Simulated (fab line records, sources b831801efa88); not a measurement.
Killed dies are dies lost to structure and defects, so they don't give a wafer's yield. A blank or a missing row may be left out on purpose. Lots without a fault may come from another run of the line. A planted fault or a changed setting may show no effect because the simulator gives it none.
Which tool did it? | flow sky130 | 14 lots, 42 wafers sampled, at 3 steps of a route of 708

WHAT THE GAUGES READ, wafer by wafer
SKY_VT_ADJUST_PCH_OVL_MEAS_07. Usual: VT_ADJUST_PCH_OVL -0.9 nm, standard deviation 1.4.
lot  | measured     | on         | VT_ADJUST_PCH_OVL (nm) | flag
L235 | day 10 10:52 | overlay-01 | 0.3 0.7 -0.4           |
L236 | day 10 14:46 | overlay-01 | -0.5 0.3 -2.2          |
L237 | day 10 22:35 | overlay-02 | -2.5 -2.9 -2.8         |
L239 | day 11 22:23 | overlay-02 | -0.4 0.7 -0.2          |
L240 | day 12 01:46 | overlay-01 | -0.2 -0.6 -1.4         |
L241 | day 12 05:55 | overlay-02 | 0.6 0.6 -0.3           |
L242 | day 12 18:49 | overlay-01 | -1.5 -0.8 0.2          |
L243 | day 13 00:53 | overlay-02 | -1.4 -2.4 -1.1         |
L245 | day 13 12:05 | overlay-01 | 0.1 1.8 1.2            |
L247 | day 14 02:55 | overlay-01 | -1.0 -2.2 -0.5         |
L254 | day 16 14:13 | overlay-01 | -0.2 -0.5 -3.0         |
L255 | day 16 17:46 | overlay-02 | -0.5 -0.6 -2.2         |
L256 | day 16 21:23 | overlay-01 | -0.9 -0.3 -0.6         |
L257 | day 17 07:40 | overlay-01 | -2.9 -4.2 -2.0         |

SKY_VT_ADJUST_PCH_TW_MEAS_10. Usual: VT_ADJUST_PCH_TW 142.3, standard deviation 1.1.
lot  | measured     | on            | VT_ADJUST_PCH_TW  | flag
L235 | day 10 11:10 | film_metro-03 | 143.5 143.4 143.5 |
L236 | day 10 15:04 | film_metro-03 | 143.3 143.2 144.7 |
L237 | day 10 22:52 | film_metro-02 | 141.0 140.5 141.4 |
L239 | day 11 22:40 | film_metro-02 | 140.8 141.3 142.4 |
L240 | day 12 02:04 | film_metro-02 | 142.0 142.0 140.8 |
L241 | day 12 06:12 | film_metro-03 | 143.1 143.5 143.8 |
L242 | day 12 19:24 | film_metro-02 | 141.6 142.4 142.4 |
L243 | day 13 01:10 | film_metro-03 | 143.6 144.4 143.6 |
L245 | day 13 12:22 | film_metro-03 | 144.9 143.7 144.1 |
L247 | day 14 03:12 | film_metro-02 | 142.0 141.7 141.4 |
L254 | day 16 14:30 | film_metro-03 | 142.2 142.8 142.2 |
L255 | day 16 18:03 | film_metro-03 | 143.5 141.3 142.9 |
L256 | day 16 21:43 | film_metro-04 | 140.7 140.9 141.1 |
L257 | day 17 07:58 | film_metro-03 | 143.6 144.2 143.7 |

SKY_SONOS_ONO_THK_MEAS_01. Usual: SONOS_ONO_OXIDATION_THK 2.60 nm, standard deviation 0.062.
lot  | measured     | on            | SONOS_ONO_OXIDATION_THK (nm) | flag
L235 | day 11 16:47 | film_metro-04 | 2.55 2.56 2.56               |
L236 | day 11 16:48 | film_metro-01 | 2.49 2.55 2.51               |
L237 | day 12 01:20 | film_metro-01 | 2.66 2.61 2.66               |
L239 | day 13 02:35 | film_metro-04 | 2.68 2.65 2.71               |
L240 | day 13 06:10 | film_metro-04 | 2.68 2.73 2.61               |
L241 | day 13 13:08 | film_metro-04 | 2.63 2.54 2.56               |
L242 | day 13 22:16 | film_metro-01 | 2.67 2.63 2.71               |
L243 | day 14 06:00 | film_metro-01 | 2.70 2.59 2.59               |
L245 | day 14 16:47 | film_metro-04 | 2.68 2.66 2.59               |
L247 | day 15 07:25 | film_metro-02 | 2.61 2.58 2.57               |
L254 | day 17 20:31 | film_metro-01 | 2.58 2.62 2.60               |
L255 | day 18 01:04 | film_metro-02 | 2.69 2.62 2.62               |
L256 | day 18 05:11 | film_metro-01 | 2.71 2.63 2.71               |
L257 | day 18 17:10 | film_metro-04 | 2.52 2.57 2.58               |

WHICH TOOL RAN EACH LOT (tool, then ch and the chambers of the sampled wafers, then the start)
The record holds no process step before these readings.

WHAT THE TOOLS THEMSELVES READ (means of the sampled wafers that have a number; where no wafer has one, the mark that the record gives instead)
The record holds no such reading with a usual standard deviation.

THE ANSWER, worked out from the rows above alone
Rule: a lot is off if the mean of its wafers that have a number lies more than 3 standard deviations from the usual mean. A lot without any number at a reading at which 4 lots or more have one is off too. The other lots that the step has rows for count as sound. The gauges are gone through in route order, then the tools' own readings, and for those a lot's mean is taken as printed above. The first step at which some lot is off is used, and at that step the reading that is off furthest; a lot without a number counts as furthest.
No lot is off at any reading shown: from this, nothing can be told.

WHAT THE SIMULATOR HAD PUT IN
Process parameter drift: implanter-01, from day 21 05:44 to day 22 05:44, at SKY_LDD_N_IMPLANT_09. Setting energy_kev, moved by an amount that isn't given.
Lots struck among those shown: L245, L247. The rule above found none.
